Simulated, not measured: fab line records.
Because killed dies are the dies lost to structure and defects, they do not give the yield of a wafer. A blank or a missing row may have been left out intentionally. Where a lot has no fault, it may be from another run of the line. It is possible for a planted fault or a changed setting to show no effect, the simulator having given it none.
Matching of chambers / flow sky130 / SKY_FIELD_ISO_ETCH_15 on rie-diel-04: 4 sister chambers
The step etches the open film in CHF3/O2, stops on Si, target depth 180 nm, time 72 s. 16 wafers are shown with their chamber, then 8 later ones without.

## WAFERS PAIRED WITH THEIR CHAMBERS
wafer=L081.1; chamber=1; drypump-motor-current-A (A)=4.9; throttle-valve-pct (%)=8.834; oes-product-au (a.u.)=0.946
wafer=L081.2; chamber=0; drypump-motor-current-A (A)=5.2; throttle-valve-pct (%)=8.842; oes-product-au (a.u.)=0.950
wafer=L081.3; chamber=2; drypump-motor-current-A (A)=6.3; throttle-valve-pct (%)=8.837; oes-product-au (a.u.)=0.948
wafer=L081.4; chamber=3; drypump-motor-current-A (A)=5.6; throttle-valve-pct (%)=8.839; oes-product-au (a.u.)=0.950
wafer=L081.5; chamber=0; drypump-motor-current-A (A)=5.2; throttle-valve-pct (%)=8.851; oes-product-au (a.u.)=0.941
wafer=L081.6; chamber=3; drypump-motor-current-A (A)=5.6; throttle-valve-pct (%)=8.833; oes-product-au (a.u.)=0.943
wafer=L083.1; chamber=1; drypump-motor-current-A (A)=5.0; throttle-valve-pct (%)=8.848; oes-product-au (a.u.)=0.945
wafer=L083.2; chamber=0; drypump-motor-current-A (A)=5.2; throttle-valve-pct (%)=8.844; oes-product-au (a.u.)=0.950
wafer=L083.3; chamber=2; drypump-motor-current-A (A)=6.3; throttle-valve-pct (%)=8.847; oes-product-au (a.u.)=0.953
wafer=L083.4; chamber=3; drypump-motor-current-A (A)=5.6; throttle-valve-pct (%)=8.843; oes-product-au (a.u.)=0.942
wafer=L083.5; chamber=2; drypump-motor-current-A (A)=6.4; throttle-valve-pct (%)=8.862; oes-product-au (a.u.)=0.954
wafer=L083.6; chamber=1; drypump-motor-current-A (A)=5.0; throttle-valve-pct (%)=8.834; oes-product-au (a.u.)=0.951
wafer=L086.1; chamber=3; drypump-motor-current-A (A)=5.6; throttle-valve-pct (%)=8.840; oes-product-au (a.u.)=0.963
wafer=L086.2; chamber=2; drypump-motor-current-A (A)=6.4; throttle-valve-pct (%)=8.852; oes-product-au (a.u.)=0.960
wafer=L086.3; chamber=1; drypump-motor-current-A (A)=4.9; throttle-valve-pct (%)=8.850; oes-product-au (a.u.)=0.954
wafer=L086.4; chamber=0; drypump-motor-current-A (A)=5.2; throttle-valve-pct (%)=8.845; oes-product-au (a.u.)=0.967

SIGNATURES, as means of the wafers listed above
reading=drypump-motor-current-A; chamber 0=5.200; chamber 1=4.950; chamber 2=6.350; chamber 3=5.600; scatter within a chamber=0.0408
reading=throttle-valve-pct; chamber 0=8.84550; chamber 1=8.84150; chamber 2=8.84950; chamber 3=8.83875; scatter within a chamber=0.00736
reading=oes-product-au; chamber 0=0.95200; chamber 1=0.94900; chamber 2=0.95375; chamber 3=0.94950; scatter within a chamber=0.00797
Rule: for each reading, subtract the chamber's mean from the wafer's reading, divide by that reading's scatter and square the result; add these up over the readings and take the root, which gives the wafer's distance from the chamber. If the next closest chamber is less than 2 further off than the closest, the wafer can't be placed; otherwise it belongs to the closest. The scatter: take each reading less its chamber's mean, square it, sum over the shown wafers, divide by the number of wafers less the number of chambers, and take the root.

## WAFERS WHOSE CHAMBER IS MISSING
wafer=L086.5; drypump-motor-current-A (A)=5.2; throttle-valve-pct (%)=8.855; oes-product-au (a.u.)=0.957
wafer=L086.6; drypump-motor-current-A (A)=5.0; throttle-valve-pct (%)=8.847; oes-product-au (a.u.)=0.958
wafer=L088.1; drypump-motor-current-A (A)=6.4; throttle-valve-pct (%)=8.833; oes-product-au (a.u.)=0.936
wafer=L088.2; drypump-motor-current-A (A)=5.6; throttle-valve-pct (%)=8.863; oes-product-au (a.u.)=0.943
wafer=L088.3; drypump-motor-current-A (A)=5.0; throttle-valve-pct (%)=8.837; oes-product-au (a.u.)=0.941
wafer=L088.4; drypump-motor-current-A (A)=5.2; throttle-valve-pct (%)=8.848; oes-product-au (a.u.)=0.936
wafer=L088.5; drypump-motor-current-A (A)=6.3; throttle-valve-pct (%)=8.839; oes-product-au (a.u.)=0.943
wafer=L088.6; drypump-motor-current-A (A)=5.0; throttle-valve-pct (%)=8.856; oes-product-au (a.u.)=0.946

## THE CHAMBER EACH PASSED THROUGH
wafer=L086.5; from the rows above=0; in truth=0
wafer=L086.6; from the rows above=1; in truth=1
wafer=L088.1; from the rows above=2; in truth=2
wafer=L088.2; from the rows above=3; in truth=3
wafer=L088.3; from the rows above=1; in truth=1
wafer=L088.4; from the rows above=0; in truth=0
wafer=L088.5; from the rows above=2; in truth=2
wafer=L088.6; from the rows above=1; in truth=1
Correct placement for 8 of the 8. From these rows, 0 cannot be placed. Wrongly placed: 0.
